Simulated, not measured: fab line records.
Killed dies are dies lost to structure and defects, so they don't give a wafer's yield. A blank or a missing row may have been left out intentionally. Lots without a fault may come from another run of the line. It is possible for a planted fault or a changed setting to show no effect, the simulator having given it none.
A lot that was struck, set against a sound lot ; flow sky130 ; 15 out of 708 route steps
Sound: wafers L261.1, L261.2, L261.4. Wafers L259.2, L259.4, L259.5 were the ones struck. The cause is given at the end.
Per side, at each step with rows, come the tool, then ch with its chambers, and then its first start. Under that, the readings that differ: sound wafers ; struck wafers ; difference of the means ; sigmas: that difference in standard deviations of wafers without a fault.
alike: a reading whose means differ by less than 2 such deviations, as well as words and numbers matching on both sides. not compared: withheld readings; readings where some wafer has no value; bounds like >300 that might hide an equal value; numbers whose values overlap and for which the record gives no deviation.
A row with sigmas, a row that says differs or no value, or rows on one side alone: a step with any of these is where the two part. When numbers do not overlap yet have no deviation, they are printed without sigmas and do not part them. A reading missing from all wafers of one side parts the sides only when that side holds two or more wafers.

SKY_VIA1_STRIP_16: strips in O2/N2.
  sound on plasmaAsher-04 ch 0,1, day 39 05:41; struck on plasmaAsher-04 ch 0,1, day 38 12:35
  alike: drypumpMotorCurrentA, o2FlowSccm, oesProductAu, stripTimeToEndpointS
  not compared: rfHoursCounterH
then, 4 steps without rows for these wafers: SKY_VIA1_STRIP_17 (strips in post etch residue remover, time 1200 s); SKY_VIA1_CLEAN_18 (cleans in IPA, time 180 s); SKY_VIA1_CLEAN_19 (cleans in O3/DIW); SKY_VIA1_SPUTTER_20 (material TiN, target thk 20 nm, time 80 s).
SKY_VIA1_CVD_21: deposits W, target thk 270 nm, time 80.902 s.
  sound on cvdW-02 ch 0,1, day 39 06:22; struck on cvdW-02 ch 0, day 38 13:14
reading;sound;struck;difference;sigmas
heaterPowerW (W);776 818 754;918 916 928;+138;+4
SKY_VIA1_RS_MEAS_22: measurement is done with a four-point probe.
  struck on filmMetro-04, day 38 13:21; sound on filmMetro-04, day 39 06:28
  alike: VIA1_W_RS
SKY_VIA1_THK_MEAS_23: measures by xrf.
  struck on filmMetro-04, day 38 13:28; sound on filmMetro-04, day 39 06:35
  alike: VIA1_W_THK
then, 2 steps without rows for these wafers: SKY_VIA1_CMP_24 (polishes, stops on SiO2, t overpolish 15 s, target thk 0 nm); SKY_METAL2_SPUTTER_00 (material Ti, target thk 15 nm, time 10 s).
SKY_METAL2_SPUTTER_01: material TiN, target thk 20 nm, time 16.7 s.
  struck on pvdSputter-02, day 38 13:50; sound on pvdSputter-04, day 39 06:58
  alike: chamberPressurePa, throttleValvePct
SKY_METAL2_SPUTTER_02: material AlCu, target thk 250 nm, time 13.3 s.
  struck on pvdSputter-02, day 38 13:52; sound on pvdSputter-04, day 39 06:59
  alike: chamberPressurePa, throttleValvePct
SKY_METAL2_SPUTTER_03: material Ti, target thk 5 nm, time 3.3 s.
  struck on pvdSputter-02, day 38 13:53; sound on pvdSputter-04, day 39 07:01
reading;sound;struck;difference;sigmas
chamberPressurePa (Pa);0.4002 0.4004 0.4003;0.4633 0.4623 0.4613;+0.0620;+83
throttleValvePct (%);28.9 29.7 31.0;27.1 27.1 26.8;-2.9;-2
SKY_METAL2_SPUTTER_04: material TiN, target thk 70 nm, time 58.3 s.
  struck on pvdSputter-02, day 38 13:54; sound on pvdSputter-04, day 39 07:02
  alike: chamberPressurePa, throttleValvePct
SKY_PAD_OPEN_PROBE_99:
  the record has rows for the sound wafers here (prober-01, day 49 20:52) and none for the struck ones

== WHERE THEY PART ==
First at SKY_VIA1_CVD_21; last, within this record, at SKY_PAD_OPEN_PROBE_99.

WHY: what had been put in by the simulator
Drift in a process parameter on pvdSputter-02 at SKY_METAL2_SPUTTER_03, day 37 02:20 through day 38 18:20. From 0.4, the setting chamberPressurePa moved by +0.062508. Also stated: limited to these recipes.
